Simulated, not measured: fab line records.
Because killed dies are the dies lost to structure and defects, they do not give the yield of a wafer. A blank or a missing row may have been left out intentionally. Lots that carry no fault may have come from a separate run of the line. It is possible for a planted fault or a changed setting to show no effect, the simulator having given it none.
Chamber matching ; flow sky130 ; SKY_VIA3_CMP_02 on cmp-02 has 4 sister chambers
The step polishes SiO2. 8 wafers are shown with their chamber, then 11 later ones without.

EACH WAFER AND ITS CHAMBER
wafer;chamber;motorCurrentA (A);slurryFlowMlMin
L074.3;3;13.4;150.4
L082.5;2;13.2;150.4
L083.5;3;13.1;149.5
L084.6;1;11.9;149.1
L088.1;2;12.3;150.0
L088.2;0;11.5;150.6
L088.5;0;11.5;150.1
L089.1;1;12.1;150.4

WAFERS WHOSE CHAMBER IS MISSING
wafer;motorCurrentA (A);slurryFlowMlMin
L089.4;12.9;150.1
L089.6;11.3;150.0
L090.1;13.6;150.6
L090.2;11.9;149.7
L090.5;12.2;149.9
L096.3;14.0;150.7
L096.4;12.0;150.1
L096.5;11.2;150.1
L095.3;11.9;150.3
L095.4;13.0;150.6
L095.5;12.5;149.5

THE CHAMBER EACH PASSED THROUGH
wafer;from the rows above;in truth
L089.4;can't be placed: 2 or 3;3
L089.6;can't be placed: 0 or 1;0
L090.1;can't be placed: 3 or 2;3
L090.2;can't be placed: 1 or 0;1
L090.5;can't be placed: 1 or 2 or 0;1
L096.3;can't be placed: 3 or 2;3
L096.4;can't be placed: 1 or 0 or 2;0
L096.5;can't be placed: 0 or 1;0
L095.3;can't be placed: 1 or 0 or 2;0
L095.4;can't be placed: 2 or 3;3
L095.5;can't be placed: 2 or 1 or 3 or 0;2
Correct placement for 0 of the 11. Not placeable from these rows: 11 (in 11, the candidates include the true chamber). Wrongly placed: 0.
How it was worked out, from the rows above alone: a wafer's distance from a chamber is the root of the sum, over the readings, of the square of ((its reading less the chamber's mean) divided by the reading's scatter). The wafer belongs to the nearest chamber; if the next one is less than 2 further off, it can't be placed. Each chamber's mean is taken over the wafers shown for it. The scatter: the root of (the sum of the squares of (reading less its chamber's mean) over the shown wafers, divided by (wafers less chambers)).
